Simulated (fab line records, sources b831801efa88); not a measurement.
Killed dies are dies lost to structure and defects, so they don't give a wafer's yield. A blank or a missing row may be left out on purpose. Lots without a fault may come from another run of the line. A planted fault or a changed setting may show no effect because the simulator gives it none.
Chamber matching | flow gf180mcu | GF_V4_CMP_04 on cmp-02: 4 sister chambers
The step polishes SiO2. 22 wafers are shown with their chamber, then 11 later ones without.

WAFERS WITH THEIR CHAMBER
wafer  | chamber | motor_current_A (A) | time_to_endpoint_s (s)
L075.1 | 3       | 12.4                | 80
L075.4 | 1       | 14.7                | 85
L075.5 | 0       | 12.1                | 81
L077.1 | 2       | 12.9                | 87
L077.5 | 0       | 12.1                | 85
L077.6 | 1       | 14.6                | 85
L079.1 | 0       | 11.9                | 74
L079.3 | 1       | 14.4                | 74
L079.6 | 1       | 13.6                | 75
L080.2 | 0       | 12.3                | 67
L080.4 | 2       | 13.6                | 81
L080.5 | 3       | 12.1                | 77
L081.1 | 2       | 12.5                | 74
L081.2 | 3       | 13.1                | 80
L081.4 | 1       | 13.5                | 78
L083.1 | 3       | 13.2                | 78
L083.2 | 0       | 11.8                | 72
L083.5 | 3       | 13.4                | 85
L085.1 | 2       | 12.7                | 75
L085.2 | 1       | 14.4                | 74
L085.3 | 0       | 12.4                | 70
L086.2 | 0       | 12.3                | 74

SIGNATURES (means of the wafers above)
reading            | chamber 0 | chamber 1 | chamber 2 | chamber 3 | scatter within a chamber
motor_current_A    | 12.129    | 14.200    | 12.925    | 12.840    | 0.446
time_to_endpoint_s | 74.71     | 78.50     | 79.25     | 80.00     | 5.37
Rule: a wafer's distance from a chamber is the root of the sum, over the readings, of the square of ((its reading less the chamber's mean) divided by the reading's scatter). The wafer belongs to the nearest chamber; if the next one is less than 2 further off, it can't be placed. The scatter: the root of (the sum of the squares of (reading less its chamber's mean) over the shown wafers, divided by (wafers less chambers)).

WAFERS WITHOUT THEIR CHAMBER
wafer  | motor_current_A (A) | time_to_endpoint_s (s)
L086.4 | 12.4                | 85
L086.5 | 13.7                | 87
L091.1 | 11.7                | 76
L091.5 | 13.8                | 85
L091.6 | 13.7                | 92
L094.2 | 13.4                | 79
L094.3 | 12.6                | 72
L094.4 | 12.8                | 87
L096.3 | 13.8                | 78
L096.4 | 14.0                | 83
L096.6 | 14.4                | 86

WHICH CHAMBER EACH WENT THROUGH
wafer  | from the rows above               | in truth
L086.4 | can't be placed: 3 or 2 or 0      | 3
L086.5 | can't be placed: 1 or 2 or 3      | 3
L091.1 | can't be placed: 0 or 3 or 2      | 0
L091.5 | can't be placed: 1 or 2 or 3      | 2
L091.6 | can't be placed: 1 or 2 or 3      | 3
L094.2 | can't be placed: 2 or 3 or 1 or 0 | 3
L094.3 | can't be placed: 0 or 2 or 3      | 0
L094.4 | can't be placed: 3 or 2 or 0      | 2
L096.3 | can't be placed: 1 or 2 or 3      | 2
L096.4 | can't be placed: 1 or 2 or 3      | 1
L096.6 | 1                                 | 1
Placed correctly: 1 of 11. Can't be placed from these rows: 10 (the true chamber is among the candidates in 10). Placed wrongly: 0.
